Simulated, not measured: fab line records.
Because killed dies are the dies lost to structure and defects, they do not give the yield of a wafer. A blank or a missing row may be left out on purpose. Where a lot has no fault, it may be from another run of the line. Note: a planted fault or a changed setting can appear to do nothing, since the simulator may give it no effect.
Which tool did it? / flow gf180mcu / 13 lots with 39 wafers sampled at 2 steps, on a route of 602 steps

## WHAT THE GAUGES SHOWED, per wafer
GF_HV_LDD_THK_MEAS_55. Usual: HV_LDD_CVD_54_THK gives 10.08 nm (standard deviation 0.13).
lot=L174; measured=day 12 12:56; on=filmMetro-01; HV_LDD_CVD_54_THK (nm)=10.03 10.18 9.96; flag=
lot=L175; measured=day 12 17:11; on=filmMetro-03; HV_LDD_CVD_54_THK (nm)=10.12 9.94 10.09; flag=
lot=L176; measured=day 12 23:32; on=filmMetro-03; HV_LDD_CVD_54_THK (nm)=9.99 10.06 9.92; flag=
lot=L177; measured=day 13 08:22; on=filmMetro-01; HV_LDD_CVD_54_THK (nm)=10.00 10.06 10.09; flag=
lot=L178; measured=day 13 16:58; on=filmMetro-03; HV_LDD_CVD_54_THK (nm)=9.99 10.04 10.04; flag=
lot=L179; measured=day 14 01:57; on=filmMetro-01; HV_LDD_CVD_54_THK (nm)=9.93 9.96 9.92; flag=
lot=L181; measured=day 14 17:22; on=filmMetro-03; HV_LDD_CVD_54_THK (nm)=10.12 10.09 10.21; flag=
lot=L182; measured=day 15 05:35; on=filmMetro-04; HV_LDD_CVD_54_THK (nm)=10.11 10.23 10.27; flag=
lot=L183; measured=day 15 11:02; on=filmMetro-01; HV_LDD_CVD_54_THK (nm)=9.85 10.00 9.97; flag=
lot=L184; measured=day 15 20:13; on=filmMetro-03; HV_LDD_CVD_54_THK (nm)=10.16 10.02 10.09; flag=
lot=L187; measured=day 16 15:43; on=filmMetro-03; HV_LDD_CVD_54_THK (nm)=10.20 10.14 10.19; flag=
lot=L195; measured=day 19 15:49; on=filmMetro-01; HV_LDD_CVD_54_THK (nm)=10.21 10.14 10.10; flag=
lot=L196; measured=day 19 23:30; on=filmMetro-03; HV_LDD_CVD_54_THK (nm)=10.24 10.25 10.21; flag=

## WHICH TOOL RAN EACH LOT (tool, then ch and the chambers of the sampled wafers, then the start)
lot=L174; GF_HV_LDD_STRIP_49=plasmaAsher-03 ch 0,1, day 12 11:31
lot=L175; GF_HV_LDD_STRIP_49=plasmaAsher-01 ch 0,1, day 12 15:46
lot=L176; GF_HV_LDD_STRIP_49=plasmaAsher-01 ch 0,1, day 12 22:07
lot=L177; GF_HV_LDD_STRIP_49=plasmaAsher-01 ch 0,1, day 13 06:56
lot=L178; GF_HV_LDD_STRIP_49=plasmaAsher-04 ch 0,1, day 13 15:32
lot=L179; GF_HV_LDD_STRIP_49=plasmaAsher-01 ch 0,1, day 14 00:31
lot=L181; GF_HV_LDD_STRIP_49=plasmaAsher-04 ch 0,1, day 14 15:56
lot=L182; GF_HV_LDD_STRIP_49=plasmaAsher-04 ch 0,1, day 15 04:10
lot=L183; GF_HV_LDD_STRIP_49=plasmaAsher-03 ch 0,1, day 15 09:37
lot=L184; GF_HV_LDD_STRIP_49=plasmaAsher-04 ch 0,1, day 15 18:47
lot=L187; GF_HV_LDD_STRIP_49=plasmaAsher-04 ch 0, day 16 14:17
lot=L195; GF_HV_LDD_STRIP_49=plasmaAsher-04 ch 0,1, day 19 14:22
lot=L196; GF_HV_LDD_STRIP_49=plasmaAsher-01 ch 0,1, day 19 21:31
- GF_HV_LDD_STRIP_49: strips in O2/N2.

## AS READ BY THE TOOLS THEMSELVES (means over the sampled wafers that have a number; for cases with no such wafer, the mark the record gives instead)
GF_HV_LDD_STRIP_49. Usual: drypumpMotorCurrentA 5.8 A, standard deviation 0.39; heaterPowerW 331 W, standard deviation 22; oesProductAu 0.716 a.u., standard deviation 0.0047; stripTimeToEndpointS 12.632 s, standard deviation 0.028.
lot=L174; tool=plasmaAsher-03; drypumpMotorCurrentA (A)=5.7; heaterPowerW (W)=335; oesProductAu (a.u.)=0.718; stripTimeToEndpointS (s)=12.625; flag=
lot=L175; tool=plasmaAsher-01; drypumpMotorCurrentA (A)=5.9; heaterPowerW (W)=319; oesProductAu (a.u.)=0.716; stripTimeToEndpointS (s)=12.640; flag=
lot=L176; tool=plasmaAsher-01; drypumpMotorCurrentA (A)=5.7; heaterPowerW (W)=314; oesProductAu (a.u.)=0.718; stripTimeToEndpointS (s)=12.628; flag=
lot=L177; tool=plasmaAsher-01; drypumpMotorCurrentA (A)=5.7; heaterPowerW (W)=310; oesProductAu (a.u.)=0.714; stripTimeToEndpointS (s)=12.598; flag=
lot=L178; tool=plasmaAsher-04; drypumpMotorCurrentA (A)=6.0; heaterPowerW (W)=341; oesProductAu (a.u.)=0.718; stripTimeToEndpointS (s)=12.654; flag=
lot=L179; tool=plasmaAsher-01; drypumpMotorCurrentA (A)=5.9; heaterPowerW (W)=325; oesProductAu (a.u.)=0.717; stripTimeToEndpointS (s)=12.619; flag=
lot=L181; tool=plasmaAsher-04; drypumpMotorCurrentA (A)=5.9; heaterPowerW (W)=340; oesProductAu (a.u.)=0.713; stripTimeToEndpointS (s)=12.630; flag=
lot=L182; tool=plasmaAsher-04; drypumpMotorCurrentA (A)=5.6; heaterPowerW (W)=334; oesProductAu (a.u.)=0.719; stripTimeToEndpointS (s)=12.655; flag=
lot=L183; tool=plasmaAsher-03; drypumpMotorCurrentA (A)=5.7; heaterPowerW (W)=341; oesProductAu (a.u.)=0.716; stripTimeToEndpointS (s)=12.650; flag=
lot=L184; tool=plasmaAsher-04; drypumpMotorCurrentA (A)=5.9; heaterPowerW (W)=335; oesProductAu (a.u.)=0.712; stripTimeToEndpointS (s)=12.614; flag=
lot=L187; tool=plasmaAsher-04; drypumpMotorCurrentA (A)=6.2; heaterPowerW (W)=341; oesProductAu (a.u.)=0.723; stripTimeToEndpointS (s)=12.614; flag=
lot=L195; tool=plasmaAsher-04; drypumpMotorCurrentA (A)=5.6; heaterPowerW (W)=330; oesProductAu (a.u.)=0.717; stripTimeToEndpointS (s)=12.665; flag=
lot=L196; tool=plasmaAsher-01; drypumpMotorCurrentA (A)=5.9; heaterPowerW (W)=325; oesProductAu (a.u.)=0.719; stripTimeToEndpointS (s)=12.614; flag=

## THE ANSWER, worked out from the rows above alone
Rule: a lot counts as off when the mean over its wafers that have a number is more than 3 standard deviations away from the usual mean. A lot without any number at a reading at which 4 lots or more have one is off too. The other lots that the step has rows for count as sound. The gauges are gone through in route order, then the tools' own readings, and for those a lot's mean is taken as printed above. The first step at which some lot is off is used, and at that step the reading that is off furthest; a lot without a number counts as furthest.
No lot is off at any reading shown: from this, nothing can be told.

## WHAT THE SIMULATOR HAD PUT IN
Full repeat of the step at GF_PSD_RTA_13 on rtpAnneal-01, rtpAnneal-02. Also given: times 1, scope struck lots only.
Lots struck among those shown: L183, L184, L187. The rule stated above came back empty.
